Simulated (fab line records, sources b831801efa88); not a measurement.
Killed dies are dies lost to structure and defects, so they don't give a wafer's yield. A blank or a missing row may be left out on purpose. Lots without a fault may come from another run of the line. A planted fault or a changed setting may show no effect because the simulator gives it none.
A struck lot beside a sound one | flow sky130 | 16 steps out of a route of 708
Sound: wafers L831.2, L831.3, L831.6. Struck: wafers L846.1, L846.2, L846.4. The cause comes at the end.
At each step with rows: each side's tool, then ch and its chambers, then its first start. Under that, the readings that differ: sound wafers | struck wafers | difference of the means | sigmas: that difference in standard deviations of wafers without a fault.
alike: readings whose means differ by less than 2 such deviations, and words and numbers that are the same on both sides. not compared: withheld readings, readings that some wafer has no value for, bounds like >300 that may hide the same value, and numbers for which the record gives no deviation and whose values overlap.
The two part at a step that has a row with sigmas, a row that says differs or no value, or rows on one side only. Numbers that don't overlap but have no deviation are shown without sigmas and don't part them. A reading that every wafer of one side lacks parts them only if that side has two wafers or more.

first, 1 step without rows for these wafers: SKY_VT_ADJUST_NCORE_IMPLANT_09.
SKY_VT_ADJUST_NCORE_STRIP_10: strips in O2/N2.
  sound on plasma_asher-03 ch 0,1, day 9 13:03; struck on plasma_asher-03 ch 0,1, day 13 21:52
  reading                      | sound             | struck            | difference | sigmas
  strip_time_to_endpoint_s (s) | 14.25 14.23 14.28 | 14.15 14.16 14.13 | -0.11      | -3
  alike: chamber_pressure_mTorr, drypump_motor_current_A, oes_product_au
  not compared: rf_hours_counter_h
SKY_VT_ADJUST_NCORE_TW_MEAS_11:
  sound on film_metro-01, day 9 13:10; struck on film_metro-01, day 13 22:07
  alike: VT_ADJUST_NCORE_TW
then, 7 steps without rows for these wafers: SKY_VT_ADJUST_HVTR_DEHYDRATE_00 (time 60 s); SKY_VT_ADJUST_HVTR_HMDS_01 (prime time 60 s); SKY_VT_ADJUST_HVTR_COAT_02 (resist thk 1140 nm); SKY_VT_ADJUST_HVTR_SOFTBAKE_03 (time 60 s); SKY_VT_ADJUST_HVTR_EXPOSE_04 (exposes mask HVTRM, target cd 380 nm); SKY_VT_ADJUST_HVTR_PEB_05; SKY_VT_ADJUST_HVTR_DEVELOP_06 (develop time 60 s).
SKY_VT_ADJUST_HVTR_CD_MEAS_07: target cd 380 nm.
  sound on cd_sem-02, day 10 11:46; struck on cd_sem-01, day 14 19:21
  alike: cd_nm
SKY_VT_ADJUST_HVTR_OVL_MEAS_08:
  sound on overlay-02, day 10 11:52; struck on overlay-01, day 14 19:28
  alike: VT_ADJUST_HVTR_OVL
SKY_VT_ADJUST_HVTR_IMPLANT_09:
  sound on implanter-02 ch 0, day 10 11:55; struck on implanter-03 ch 0, day 14 19:30
  reading            | sound                            | struck                           | difference  | sigmas
  dose_ions_cm2      | 2.1014e+12 2.1015e+12 2.0996e+12 | 1.3098e+12 1.3096e+12 1.3098e+12 | -7.9110e+11 | -99 or more
  faraday_current_uA | 11.66 11.51 11.77                | 7.29 7.26 7.41                   | -4.33       | -20
  alike: beam_on_s
SKY_VT_ADJUST_HVTR_STRIP_10: strips in O2/N2.
  sound on plasma_asher-01 ch 0,1, day 10 12:03; struck on plasma_asher-01 ch 0,1, day 14 19:39
  alike: chamber_pressure_mTorr, drypump_motor_current_A, oes_product_au, strip_time_to_endpoint_s
  not compared: rf_hours_counter_h
SKY_VT_ADJUST_HVTR_TW_MEAS_11:
  sound on film_metro-04, day 10 12:10; struck on film_metro-01, day 14 20:05
  reading           | sound             | struck            | difference | sigmas
  VT_ADJUST_HVTR_TW | 211.4 211.8 211.6 | 181.6 181.7 181.3 | -30.1      | -11
  not compared: hold
-- the record jumps here: 35 days lie between the struck wafers' starts before and after (it left off in module VT_ADJUST_HVTR and takes up again in module PAD_OPEN, whose first step shown is number 708 of the route) --
SKY_PAD_OPEN_PROBE_99:
  sound on prober-02, day 46 23:14; struck on prober-02, day 50 07:10
  reading                                  | sound                   | struck                  | difference | sigmas
  model.etest.pfet_01v8_mvt.drive_ua_um    | 152.8 147.8 151.3       | 135.2 134.6 136.8       | -15.1      |
  model.etest.pfet_01v8_mvt.off_log10_a_um | -11.12 -11.27 -10.84    | -12.22 -12.29 -12.31    | -1.20      |
  model.etest.pfet_01v8_mvt.vt_sat_v (V)   | -0.588 -0.5976 -0.5772  | -0.6879 -0.6908 -0.686  | -0.1006    |
  model.etest.pfet_01v8_mvt.vt_v (V)       | -0.6776 -0.6809 -0.6648 | -0.7562 -0.7572 -0.7575 | -0.0825    |
  model.etest.pfet_01v8_mvt.vt_long_v (V)  | -0.8843 -0.8873 -0.8811 | -0.9579 -0.9557 -0.9601 | -0.0737    |
  alike: killed_at_M0_to_M3, killed_at_M4_up, killed_at_contacts, killed_at_front_end, killed_at_other, killed_dies, killed_on_rim, killed_open, killed_short

WHERE THEY PART
First at SKY_VT_ADJUST_NCORE_STRIP_10; last, within this record, at SKY_VT_ADJUST_HVTR_TW_MEAS_11. Later steps at which nothing parts them and some readings are alike: SKY_PAD_OPEN_PROBE_99.

WHY: what the simulator had put in
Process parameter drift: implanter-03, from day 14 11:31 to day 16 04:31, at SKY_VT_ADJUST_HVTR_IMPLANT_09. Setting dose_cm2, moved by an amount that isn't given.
